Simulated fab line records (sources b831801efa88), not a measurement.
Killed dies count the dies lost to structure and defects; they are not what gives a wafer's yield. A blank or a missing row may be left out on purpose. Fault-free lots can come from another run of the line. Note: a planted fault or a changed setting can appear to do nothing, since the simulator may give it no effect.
A struck lot beside a sound one / flow sky130 / 36 out of 708 route steps
Sound: wafers L679.2, L679.5, L679.6. Struck: wafer L688.1 (left out: L688.5, a lot-mate that was not struck); the cause follows at the end.
At each step with rows: each side's tool, then ch and its chambers, then its first start. Under that, the readings that differ: sound wafers / struck wafers / difference of the means / sigmas: that difference in standard deviations of wafers without a fault.
alike: readings with means less than 2 such deviations apart, plus words and numbers identical on both sides. not compared: withheld readings, readings lacking a value on some wafer, bounds such as >300 that could conceal the same value, and numbers that have no deviation in the record and whose values overlap.
The two part at a step that has a row with sigmas, a row that says differs or no value, or rows on one side only. When numbers do not overlap yet have no deviation, they are printed without sigmas and do not part them. Lack of a reading on every wafer of one side parts them only where that side has two or more wafers.

first, 10 steps without rows for these wafers: SKY_DNWELL_DEVELOP_06 (develop time 60 s); SKY_DNWELL_IMPLANT_07; SKY_DNWELL_STRIP_08 (strips in O2/N2); SKY_PWDE_DEHYDRATE_00 (time 60 s); SKY_PWDE_HMDS_01 (prime time 60 s); SKY_PWDE_COAT_02 (resist thk 3000 nm); SKY_PWDE_SOFTBAKE_03; SKY_PWDE_EXPOSE_04 (exposes mask PWDEM, target cd 840 nm); SKY_PWDE_PEB_05; SKY_PWDE_DEVELOP_06 (develop time 60 s).
SKY_PWDE_IMPLANT_08:
  sound on implanter-03 ch 0, day 5 08:02; struck on implanter-03 ch 0, day 7 11:55
reading=beam-on-s (s); sound=9.99 9.63 10.07; struck=14.11; difference=+4.21; sigmas=+21
reading=faraday-current-uA; sound=20.3 21.0 20.2; struck=14.3; difference=-6.2; sigmas=-15
  alike: end-station-pressure-torr
then, 1 step without rows for these wafers: SKY_PWDE_STRIP_09 (strips in O2/N2).
SKY_PWDE_TW_MEAS_10:
  sound on film-metro-01, day 5 08:16; struck on film-metro-01, day 7 12:23
reading=PWDE_TW; sound=373 374 373; struck=416; difference=+43; sigmas=+13
  not compared: hold
then, 21 steps without rows for these wafers: SKY_NWELL_HMDS_04 (prime time 60 s); SKY_NWELL_COAT_05 (resist thk 3000 nm); SKY_NWELL_SOFTBAKE_06; SKY_NWELL_EXPOSE_07 (exposes mask NWM, target cd 840 nm); SKY_NWELL_PEB_08; SKY_NWELL_DEVELOP_09 (develop time 60 s); SKY_NWELL_IMPLANT_11; SKY_NWELL_IMPLANT_12; SKY_NWELL_IMPLANT_13; SKY_NWELL_STRIP_14 (strips in O2/N2); SKY_NWELL_DEHYDRATE_16 (time 60 s); SKY_NWELL_HMDS_17 (prime time 60 s); SKY_NWELL_COAT_18 (resist thk 3000 nm); SKY_NWELL_SOFTBAKE_19; SKY_NWELL_EXPOSE_20 (exposes mask NWM COMPLEMENT, target cd 840 nm); SKY_NWELL_PEB_21; SKY_NWELL_DEVELOP_22 (develop time 60 s); SKY_NWELL_IMPLANT_24; SKY_NWELL_STRIP_25 (strips in O2/N2); SKY_NWELL_CLEAN_27 (cleans in SC1/SC2, time 150 s); SKY_NWELL_RTA_28 (time 30 s).
SKY_NWELL_RS_MEAS_31: measurement is done with a four-point probe.
  sound on film-metro-02, day 6 23:04; struck on film-metro-01, day 9 07:08
reading=PWDE_RS (ohm/sq); sound=5293 5304 5283; struck=4016; difference=-1277; sigmas=-58
  not compared: hold
-- the record jumps here: 41 days lie between the struck wafers' starts before and after (it left off in module NWELL and takes up again in module PAD_OPEN, whose first step shown is number 708 of the route) --
SKY_PAD_OPEN_PROBE_99:
  sound on prober-02, day 47 09:59; struck on prober-01, day 50 05:35
reading=hold; sound=- - -; struck=await-dispo/4.9h/release; difference=no value on the sound wafers; sigmas=
reading=model.etest.res_p_drift_20v.line-ohm-um; sound=1.136e+04 1.098e+04 1.092e+04; struck=8396; difference=-2691; sigmas=
reading=model.etest.res_p_drift_20v.rs-ohm-sq; sound=9251 9221 9097; struck=7145; difference=-2045; sigmas=
reading=model.etest.res-pwde-under-gate.rs-ohm-sq; sound=6312 6338 6307; struck=4461; difference=-1858; sigmas=
  alike: killed_at_M0_to_M3, killed_at_M4_up, killed-at-contacts, killed-at-front-end, killed-at-other, killed-dies, killed-open, killed-short

## WHERE THEY PART
Last at SKY_PAD_OPEN_PROBE_99 as far as this record goes, first at SKY_PWDE_IMPLANT_08.

WHY: what had been put in by the simulator
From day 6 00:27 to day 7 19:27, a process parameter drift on implanter-03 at SKY_PWDE_IMPLANT_08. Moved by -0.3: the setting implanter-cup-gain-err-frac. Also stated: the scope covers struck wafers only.
